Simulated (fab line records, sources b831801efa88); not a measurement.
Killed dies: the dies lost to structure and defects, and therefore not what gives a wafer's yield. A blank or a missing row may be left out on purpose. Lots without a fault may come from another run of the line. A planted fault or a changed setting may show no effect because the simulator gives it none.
fab line records | flow sky130 | part 2 of 2: steps 28 to 38 of 38
record lots=5 | wafers=15 | last-day=50
route steps=708 shown POLY_GATE@222 LDD_N@237 LDD_P@255
lots that met no fault: from a run of the same line without faults
start-h: hours from the record's first day to the start of the lot's first wafer shown | wait-h: hours from the lot's prior step to this one | " the same as in the row above | L1.1+2: one row covering several wafers at once | - value missing, or start not given | * or withheld: withheld | < > ~ a bound
route shown NAME@n: a module of which the file shows steps, and the number in the route of the first | usual: average and standard deviation across the fault-free wafers | same: alike in all rows | chamber/n: place in a boat | sites: per-site readings | _std_site: the values' standard deviation | _edge_site: outer sites' mean less inner sites' | radius-mm: for every site, how far away it sits from the centre of the wafer | mask NAME#n: copy n | behind: tool/chamber where the wafer was last shaped | hold: cause of the lot's hold/its duration in hours/its outcome | device: the transistor (n, p or np) that didn't switch | end of line: the same wafers' tests at the end of the route | for a step that has no rows: nothing shown but its recipe | killed: count of dies lost to structure and defects at first sort (not the wafer's yield) | map: a wafer's dies, x killed, . not, _ none there
set.NAME: the setting that was run; set.NAME@STEP: the one run at that earlier step | model.NAME: the simulator's own value behind a step, which no gauge read
lots seen at some steps along the route; tables by step, rows by wafer
services: when a tool's chamber went out of use (start-h, in hours from the record's first day, below 0 if earlier), for how many hours, and the reason
## steps
# step SKY_LDD_N_IMPLANT_12
# recipe species=BF2 | energy-kev=50 | dose-cm2=5e+12 | tilt-deg=30 | rotation-deg=0
# usual end-station-pressure-torr=4.99e-06/2.7e-07 | faraday-current-uA=28.2/0.59
lot.wafer | tool         | chamber | start-h | wait-h | end-station-pressure-torr | faraday-current-uA
L076.2    | implanter-04 | 0       | 417.35  | 0.1    | 5.3e-06                   | 27.9
L076.3    | "            | 0       | "       | "      | 5.33e-06                  | 28.6
L076.4    | "            | 0       | "       | "      | 5e-06                     | 27.5
L081.2    | implanter-02 | 0       | 471.12  | 0.1    | 5.18e-06                  | 28.0
L081.3    | "            | 0       | "       | "      | 4.78e-06                  | 28.6
L081.4    | "            | 0       | "       | "      | 5.26e-06                  | 28.8
L082.1    | implanter-04 | 0       | 480.72  | 0.1    | 5.08e-06                  | 29.3
L082.4    | "            | 0       | "       | "      | 5.42e-06                  | 27.8
L082.6    | "            | 0       | "       | "      | 4.54e-06                  | 29.2
L091.2    | implanter-04 | 0       | 557.05  | 0.1    | 4.42e-06                  | 26.5
L091.5    | "            | 0       | "       | "      | 5.02e-06                  | 28.5
L091.6    | "            | 0       | "       | "      | 5.11e-06                  | 28.7
L097.1    | implanter-03 | 0       | 600.60  | 0.1    | 5.55e-06                  | 28.4
L097.4    | "            | 0       | "       | "      | 5.08e-06                  | 28.2
L097.6    | "            | 0       | "       | "      | 4.56e-06                  | 27.9
# step SKY_LDD_N_IMPLANT_13
# recipe species=BF2 | energy-kev=50 | dose-cm2=5e+12 | tilt-deg=30 | rotation-deg=90
# usual end-station-pressure-torr=5.07e-06/2.6e-07 | faraday-current-uA=28.2/0.57
lot.wafer | tool         | chamber | start-h | wait-h | end-station-pressure-torr | faraday-current-uA
L076.2    | implanter-04 | 0       | 417.50  | 0.1    | 4.99e-06                  | 27.8
L076.3    | "            | 0       | "       | "      | 5.03e-06                  | 28.3
L076.4    | "            | 0       | "       | "      | 5e-06                     | 27.0
L081.2    | implanter-02 | 0       | 471.27  | 0.1    | 5.28e-06                  | 28.8
L081.3    | "            | 0       | "       | "      | 5.27e-06                  | 27.1
L081.4    | "            | 0       | "       | "      | 5.08e-06                  | 27.4
L082.1    | implanter-04 | 0       | 480.87  | 0.1    | 4.99e-06                  | 28.3
L082.4    | "            | 0       | "       | "      | 4.98e-06                  | 29.1
L082.6    | "            | 0       | "       | "      | 5.13e-06                  | 28.0
L091.2    | implanter-04 | 0       | 557.20  | 0.1    | 4.78e-06                  | 28.7
L091.5    | "            | 0       | "       | "      | 5.43e-06                  | 27.6
L091.6    | "            | 0       | "       | "      | 5.24e-06                  | 28.0
L097.1    | implanter-03 | 0       | 600.75  | 0.1    | 5.16e-06                  | 27.8
L097.4    | "            | 0       | "       | "      | 4.94e-06                  | 28.2
L097.6    | "            | 0       | "       | "      | 4.97e-06                  | 27.6
# step SKY_LDD_N_IMPLANT_14
# recipe species=BF2 | energy-kev=50 | dose-cm2=5e+12 | tilt-deg=30 | rotation-deg=180
# usual end-station-pressure-torr=5.03e-06/2.8e-07 | faraday-current-uA=28.2/0.53
lot.wafer | tool         | chamber | start-h | wait-h | end-station-pressure-torr | faraday-current-uA
L076.2    | implanter-04 | 0       | 417.65  | 0.1    | 4.94e-06                  | 27.8
L076.3    | "            | 0       | "       | "      | 5.12e-06                  | 27.8
L076.4    | "            | 0       | "       | "      | 5.04e-06                  | 27.8
L081.2    | implanter-02 | 0       | 471.42  | 0.1    | 5.16e-06                  | 27.7
L081.3    | "            | 0       | "       | "      | 5e-06                     | 27.8
L081.4    | "            | 0       | "       | "      | 5.02e-06                  | 27.2
L082.1    | implanter-04 | 0       | 481.02  | 0.1    | 5.3e-06                   | 28.1
L082.4    | "            | 0       | "       | "      | 5.01e-06                  | 28.7
L082.6    | "            | 0       | "       | "      | 4.79e-06                  | 28.9
L091.2    | implanter-04 | 0       | 557.35  | 0.1    | 5.4e-06                   | 27.7
L091.5    | "            | 0       | "       | "      | 4.92e-06                  | 28.5
L091.6    | "            | 0       | "       | "      | 4.99e-06                  | 29.2
L097.1    | implanter-03 | 0       | 600.90  | 0.1    | 4.3e-06                   | 28.3
L097.4    | "            | 0       | "       | "      | 5.14e-06                  | 27.7
L097.6    | "            | 0       | "       | "      | 5.47e-06                  | 28.1
# step SKY_LDD_N_IMPLANT_15
# recipe species=BF2 | energy-kev=50 | dose-cm2=5e+12 | tilt-deg=30 | rotation-deg=270
# usual end-station-pressure-torr=5.01e-06/2.7e-07 | faraday-current-uA=28.2/0.59
lot.wafer | tool         | chamber | start-h | wait-h | end-station-pressure-torr | faraday-current-uA
L076.2    | implanter-04 | 0       | 417.80  | 0.1    | 5.23e-06                  | 28.1
L076.3    | "            | 0       | "       | "      | 5.1e-06                   | 28.4
L076.4    | "            | 0       | "       | "      | 4.62e-06                  | 28.0
L081.2    | implanter-02 | 0       | 471.57  | 0.1    | 5.23e-06                  | 28.6
L081.3    | "            | 0       | "       | "      | 4.88e-06                  | 27.1
L081.4    | "            | 0       | "       | "      | 5.56e-06                  | 27.7
L082.1    | implanter-04 | 0       | 481.17  | 0.1    | 4.72e-06                  | 27.4
L082.4    | "            | 0       | "       | "      | 4.47e-06                  | 28.9
L082.6    | "            | 0       | "       | "      | 5.37e-06                  | 28.7
L091.2    | implanter-04 | 0       | 557.50  | 0.1    | 4.64e-06                  | 28.3
L091.5    | "            | 0       | "       | "      | 5.32e-06                  | 28.1
L091.6    | "            | 0       | "       | "      | 5.15e-06                  | 28.3
L097.1    | implanter-03 | 0       | 601.05  | 0.1    | 4.79e-06                  | 27.5
L097.4    | "            | 0       | "       | "      | 4.94e-06                  | 27.3
L097.6    | "            | 0       | "       | "      | 4.98e-06                  | 28.4
# step SKY_LDD_N_STRIP_16
# recipe chemistry=O2/N2 | power-w=1400 | pressure-mtorr=1500 | platen-temp-c=withheld | o2-flow-sccm=3000 | n2-flow-sccm=300 | overash-fraction=0.5
# usual drypump-motor-current-A=6.2/0.47 | o2-flow-sccm=2999/9.2 | oes-product-au=0.407/0.0046 | strip-time-to-endpoint-s=4.316/0.018
lot.wafer | tool            | chamber | start-h | wait-h | drypump-motor-current-A | o2-flow-sccm | oes-product-au | rf-hours-counter-h | strip-time-to-endpoint-s
L076.2    | plasma-asher-02 | 1       | 417.92  | 0.1    | 6.4                     | 3001         | 0.412          | 74                 | 4.313
L076.3    | "               | 1       | "       | "      | 6.4                     | 3001         | 0.402          | -                  | 4.305
L076.4    | "               | 0       | "       | "      | 6.6                     | 2987         | 0.402          | -                  | 4.286
L081.2    | plasma-asher-01 | 0       | 471.69  | 0.1    | 5.4                     | 2994         | 0.402          | 64                 | 4.315
L081.3    | "               | 1       | "       | "      | 6.6                     | 2971         | 0.401          | -                  | 4.292
L081.4    | "               | 0       | "       | "      | 5.4                     | 3001         | 0.402          | -                  | 4.293
L082.1    | plasma-asher-04 | 1       | 481.32  | 0.1    | 6.0                     | 3016         | 0.409          | 38                 | 4.311
L082.4    | "               | 1       | "       | "      | 6.0                     | 3013         | 0.412          | -                  | 4.337
L082.6    | "               | 0       | "       | "      | 5.6                     | 3005         | 0.405          | -                  | 4.340
L091.2    | plasma-asher-01 | 1       | 557.62  | 0.1    | 6.6                     | 3010         | 0.404          | 73                 | 4.305
L091.5    | "               | 1       | "       | "      | 6.6                     | 3008         | 0.409          | -                  | 4.312
L091.6    | "               | 0       | "       | "      | 5.4                     | 3007         | 0.401          | -                  | 4.329
L097.1    | plasma-asher-04 | 1       | 601.20  | 0.1    | 6.0                     | 3003         | 0.411          | 47                 | 4.336
L097.4    | "               | 1       | "       | "      | 5.9                     | 3004         | 0.408          | -                  | 4.350
L097.6    | "               | 0       | "       | "      | 5.6                     | 2996         | 0.411          | -                  | 4.348
# step SKY_LDD_N_TW_MEAS_17
# usual LDD_N_TW=2580/17
lot.wafer | tool          | chamber | start-h | wait-h | LDD_N_TW
L076.2    | film-metro-01 | -       | 418.03  | 0.1    | 2608
L076.3    | "             | -       | "       | "      | 2598
L076.4    | "             | -       | "       | "      | 2603
L081.2    | film-metro-04 | -       | 471.80  | 0.1    | 2557
L081.3    | "             | -       | "       | "      | 2578
L081.4    | "             | -       | "       | "      | 2584
L082.1    | film-metro-01 | -       | 481.42  | 0.1    | 2580
L082.4    | "             | -       | "       | "      | 2597
L082.6    | "             | -       | "       | "      | 2591
L091.2    | film-metro-03 | -       | 557.73  | 0.1    | 2574
L091.5    | "             | -       | "       | "      | 2584
L091.6    | "             | -       | "       | "      | 2557
L097.1    | film-metro-01 | -       | 601.30  | 0.1    | 2579
L097.4    | "             | -       | "       | "      | 2589
L097.6    | "             | -       | "       | "      | 2588
# step SKY_LDD_P_DEHYDRATE_00
# recipe temp-c=200 | time-s=60
lot.wafer  | tool           | chamber | start-h | wait-h
L076.2+3+4 | litho-track-03 | 0       | 432.59  | 14.6
L081.2+3+4 | litho-track-04 | 0       | 486.81  | 15.0
L082.1+4+6 | litho-track-04 | 0       | 496.74  | 15.3
L091.2+5+6 | litho-track-02 | 0       | 572.13  | 14.4
L097.1+4+6 | litho-track-02 | 0       | 615.00  | 13.7
# step SKY_LDD_P_HMDS_01
# recipe prime-time-s=60 | prime-temp-c=120
lot.wafer  | tool           | chamber | start-h | wait-h
L076.2+3+4 | litho-track-03 | 0       | 432.74  | 0.1
L081.2+3+4 | litho-track-04 | 0       | 486.96  | 0.1
L082.1+4+6 | litho-track-04 | 0       | 496.89  | 0.1
L091.2+5+6 | litho-track-02 | 0       | 572.28  | 0.1
L097.1+4+6 | litho-track-02 | 0       | 615.15  | 0.1
# step SKY_LDD_P_COAT_02
# recipe resist=NOVOLAK | spin-rpm=3000 | resist-thk-nm=1140
lot.wafer  | tool           | chamber | start-h | wait-h
L076.2+3+4 | litho-track-03 | 0       | 432.89  | 0.1
L081.2+3+4 | litho-track-04 | 0       | 487.11  | 0.1
L082.1+4+6 | litho-track-04 | 0       | 497.04  | 0.1
L091.2+5+6 | litho-track-02 | 0       | 572.43  | 0.1
L097.1+4+6 | litho-track-02 | 0       | 615.30  | 0.1
# step SKY_LDD_P_SOFTBAKE_03
# recipe temp-c=90 | time-s=60 | resist=NOVOLAK
lot.wafer  | tool           | chamber | start-h | wait-h
L076.2+3+4 | litho-track-03 | 0       | 433.04  | 0.1
L081.2+3+4 | litho-track-04 | 0       | 487.26  | 0.1
L082.1+4+6 | litho-track-04 | 0       | 497.19  | 0.1
L091.2+5+6 | litho-track-02 | 0       | 572.58  | 0.1
L097.1+4+6 | litho-track-02 | 0       | 615.45  | 0.1
# step SKY_LDD_P_EXPOSE_04
# recipe mask-id=PSDM | na=0.6 | source-shape=conventional | sigma-outer=0.6 | polarization=unpolarized | target-cd-nm=380 | dose-mj=138
lot.wafer  | tool             | chamber | start-h | wait-h | mask
L076.2+3+4 | iline-stepper-01 | 0       | -       | -      | PSDM#0
L081.2+3+4 | iline-stepper-01 | 0       | -       | -      | PSDM#0
L082.1+4+6 | iline-stepper-02 | 0       | -       | -      | PSDM#0
L091.2+5+6 | iline-stepper-02 | 0       | -       | -      | PSDM#0
L097.1+4+6 | iline-stepper-02 | 0       | -       | -      | PSDM#0
## services
tool             | chamber | start-h | hours | kind
iline-stepper-02 | -       | 347.46  | 1.7   | pm
krf-scanner-02   | -       | 347.62  | 4.4   | pm
rie-si-01        | -       | 360.53  | 0.1   | repair
rie-diel-01      | 3       | 362.24  | 13.2  | repair
furnace-02       | -       | 366.33  | 3.0   | pm
iline-stepper-02 | -       | 375.46  | 3.0   | repair
implanter-03     | -       | 380.22  | 1.2   | repair
iline-stepper-02 | -       | 392.93  | 2.1   | pm
implanter-02     | -       | 417.30  | 6.3   | repair
rie-diel-02      | -       | 421.81  | 0.2   | repair
rie-diel-02      | 3       | 445.05  | 4.4   | repair
furnace-02       | -       | 456.51  | 3.0   | pm
implanter-03     | -       | 459.37  | 3.6   | pm
furnace-02       | -       | 504.41  | 10.6  | repair
implanter-04     | -       | 504.70  | 24.2  | pm
rie-diel-02      | -       | 511.72  | 0.1   | repair
implanter-02     | -       | 512.49  | 2.8   | repair
rie-diel-02      | 1       | 521.10  | 7.3   | repair
implanter-03     | -       | 528.50  | 6.1   | pm
implanter-04     | -       | 528.92  | 2.5   | pm
implanter-03     | -       | 553.71  | 1.5   | repair
implanter-03     | -       | 559.21  | 3.2   | pm
rie-diel-02      | 0       | 565.42  | 3.4   | repair
iline-stepper-02 | -       | 565.64  | 1.7   | pm
